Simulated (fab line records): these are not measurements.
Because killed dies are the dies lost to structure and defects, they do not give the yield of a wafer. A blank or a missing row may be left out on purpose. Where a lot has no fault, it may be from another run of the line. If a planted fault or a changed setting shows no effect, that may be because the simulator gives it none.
A struck lot beside a sound one    flow sfq_line    42 steps out of a route of 325
Sound: the wafers L868.2, L868.5, L868.6. Struck: wafer L882.2 (L882.4, L882.6, from the same lot, were not struck and are left out); the cause is given at the end.
For every step that has rows: the tool of each side, followed by ch and its chambers, followed by its first start. Under that, the readings that differ: sound wafers    struck wafers    difference of the means    sigmas: that difference in standard deviations of wafers without a fault.
alike: readings with means less than 2 such deviations apart, plus words and numbers identical on both sides. not compared: withheld readings, readings lacking a value on some wafer, bounds such as >300 that could conceal the same value, and numbers that have no deviation in the record and whose values overlap.
The two part at a step that has a row with sigmas, a row that says differs or no value, or rows on one side only. Numbers that have no deviation but don't overlap get no sigmas and don't part them. A reading that every wafer of one side lacks parts them only if that side has two wafers or more.

first, 6 steps without rows for these wafers: SFQ_TRILAYER_I1_VIA_LITHO_COAT_054 (resist thk 62 nm); SFQ_TRILAYER_I1_VIA_LITHO_COAT_049 (resist thk 650 nm); SFQ_TRILAYER_I1_VIA_LITHO_SOFTBAKE_053; SFQ_TRILAYER_I1_VIA_LITHO_EXPOSE_050 (exposes mask I1, target cd 500 nm); SFQ_TRILAYER_I1_VIA_LITHO_PEB_052 (peb time 60 s); SFQ_TRILAYER_I1_VIA_LITHO_DEVELOP_051 (time 60 s).
SFQ_I1_OVL_MEAS_913:
  sound: overlay-02 at day 28 08:56; struck: overlay-01 at day 33 01:39
  alike: I1_OVL
SFQ_TRILAYER_I1_VIA_BARC_OPEN_VIA_ETCH_071: etches BARC in O2, target depth 125 nm, time 41.7 s.
  sound on rie_diel-03 ch 0,1,2, day 28 08:58; struck on rie_diel-02 ch 2, day 33 01:41
  alike: drypump_motor_current_A, oes_product_au
  not compared: rf_hours_counter_h
then, 4 steps without rows for these wafers: SFQ_TRILAYER_I1_VIA_ETCH_VIA_ETCH_052 (etches SiO2 in CHF3, stops on Nb, target depth 260 nm); SFQ_TRILAYER_I1_VIA_STRIP_STRIP_053 (strips in O2); SFQ_TRILAYER_I1_VIA_STRIP_SOLV_CLEAN_054 (cleans in NMP, time 600 s); SFQ_TRILAYER_M2_DEP_PRE_CLEAN_056 (time 22.5 s).
SFQ_TRILAYER_M2_DEP_SPUTTER_055: material Nb, target thk 200 nm, time 133.3 s.
  sound: pvd_sputter-06 at day 28 09:55; struck: pvd_sputter-06 at day 33 02:38
reading                                              sound            struck  difference  sigmas
model.Nb_of_TRILAYER_M2_DEP_SPUTTER_055.thk_nm (nm)  203 202.3 201.9  378     +176        
  alike: base_pressure_pa, substrate_temp_c, throttle_valve_pct
SFQ_M2_RS_MEAS_914: a four-point-probe measurement.
  sound: film_metro-04 at day 28 10:01; struck: film_metro-03 at day 33 02:45
reading            sound              struck  difference  sigmas
M2_NB_RS (ohm/sq)  0.877 0.879 0.882  0.469   -0.410      -49
then, 6 steps without rows for these wafers: SFQ_TRILAYER_M2_LITHO_COAT_062 (resist thk 62 nm); SFQ_TRILAYER_M2_LITHO_COAT_057 (resist thk 600 nm); SFQ_TRILAYER_M2_LITHO_SOFTBAKE_061; SFQ_TRILAYER_M2_LITHO_EXPOSE_058 (exposes mask M2, target cd 500 nm); SFQ_TRILAYER_M2_LITHO_PEB_060 (peb time 60 s); SFQ_TRILAYER_M2_LITHO_DEVELOP_059 (time 60 s).
-- the record jumps here: 6 days lie between the struck wafers' starts before and after --
SFQ_M2_OVL_MEAS_916:
  sound: overlay-01 at day 28 12:34; struck: overlay-02 at day 39 01:40
  alike: M2_OVL
SFQ_TRILAYER_M2_BARC_OPEN_METAL_ETCH_077: etches BARC in O2, target depth 125 nm, time 41.7 s.
  sound on rie_metal-04 ch 0,1, day 28 12:36; struck on rie_metal-04 ch 1, day 39 01:41
  alike: drypump_motor_current_A, oes_product_au
  not compared: rf_hours_counter_h
SFQ_TRILAYER_M2_ETCH_METAL_ETCH_060: etches Nb in Cl2/Ar, stops on SiO2, target depth 240 nm, time 120 s.
  sound on rie_metal-04 ch 0,1, day 28 12:40; struck on rie_metal-04 ch 1, day 39 01:45
reading                sound              struck  difference  sigmas
oes_product_au (a.u.)  0.904 0.897 0.900  1.012   +0.112      +16
  alike: drypump_motor_current_A
  not compared: rf_hours_counter_h
then, 4 steps without rows for these wafers: SFQ_TRILAYER_M2_STRIP_STRIP_061 (strips in O2); SFQ_TRILAYER_M2_STRIP_SOLV_CLEAN_062 (cleans in NMP, time 600 s); SFQ_TRILAYER_I2_DEP_PECVD_063 (deposits SiO2 from SiH4/N2O, time 111.11 s, target thk 500 nm); SFQ_TRILAYER_I2_CMP_CMP_064 (polishes SiO2).
SFQ_I2_BOW_MEAS_917:
  sound: film_metro-02 at day 28 16:39; struck: film_metro-03 at day 39 23:18
  alike: I2_BOW
SFQ_TRILAYER_I2_METRO_MEASURE_065:
  sound: film_metro-02 at day 28 16:57; struck: film_metro-03 at day 39 23:36
  alike: thk_nm
then, 6 steps without rows for these wafers: SFQ_TRILAYER_I2_VIA_LITHO_COAT_072 (resist thk 62 nm); SFQ_TRILAYER_I2_VIA_LITHO_COAT_067 (resist thk 650 nm); SFQ_TRILAYER_I2_VIA_LITHO_SOFTBAKE_071; SFQ_TRILAYER_I2_VIA_LITHO_EXPOSE_068 (exposes mask I2, target cd 500 nm); SFQ_TRILAYER_I2_VIA_LITHO_PEB_070 (peb time 60 s); SFQ_TRILAYER_I2_VIA_LITHO_DEVELOP_069 (time 60 s).
-- the record jumps here: 6 days lie between the struck wafers' starts before and after --
SFQ_I2_OVL_MEAS_918:
  sound: overlay-02 at day 35 06:39; struck: overlay-01 at day 45 21:01
  alike: I2_OVL
SFQ_TRILAYER_I2_VIA_BARC_OPEN_VIA_ETCH_096: etches BARC in O2, target depth 125 nm, time 41.7 s.
  sound on rie_diel-01 ch 0,3, day 35 06:41; struck on rie_diel-01 ch 1, day 45 21:02
reading                sound              struck  difference  sigmas
oes_product_au (a.u.)  0.686 0.683 0.686  0.675   -0.010      -2
  alike: drypump_motor_current_A
  not compared: rf_hours_counter_h
then, 1 step without rows for these wafers: SFQ_TRILAYER_I2_VIA_ETCH_VIA_ETCH_070 (etches SiO2 in CHF3, stops on Nb, target depth 260 nm).
SFQ_TRILAYER_I2_VIA_STRIP_STRIP_071: strips in O2.
  sound on rie_metal-01 ch 0,1, day 35 06:50; struck on rie_metal-02 ch 1, day 45 21:11
  alike: drypump_motor_current_A, oes_product_au
  not compared: rf_hours_counter_h
then, 2 steps without rows for these wafers: SFQ_TRILAYER_I2_VIA_STRIP_SOLV_CLEAN_072 (cleans in NMP, time 600 s); SFQ_TRILAYER_M3_DEP_PRE_CLEAN_074 (time 22.5 s).
-- the record jumps here: 35 days lie between the struck wafers' starts before and after --
SFQ_M8_BOW_MEAS_951:
  sound: film_metro-03 at day 77 18:49; struck: film_metro-03 at day 80 14:02
reading                        sound                 struck  difference  sigmas
model.etest.m2.comb_log10_ohm  12 12 12              0       -12         
model.etest.m2.ohm_sq          0.8769 0.8797 0.8814  0.4708  -0.4085     
  alike: M8_BOW

WHERE THEY PART
Last at SFQ_TRILAYER_I2_VIA_BARC_OPEN_VIA_ETCH_096 as far as this record goes, first at SFQ_M2_RS_MEAS_914. Later steps at which nothing parts them and some readings are alike: SFQ_TRILAYER_I2_VIA_STRIP_STRIP_071, SFQ_M8_BOW_MEAS_951.

WHY: the cause the simulator had injected
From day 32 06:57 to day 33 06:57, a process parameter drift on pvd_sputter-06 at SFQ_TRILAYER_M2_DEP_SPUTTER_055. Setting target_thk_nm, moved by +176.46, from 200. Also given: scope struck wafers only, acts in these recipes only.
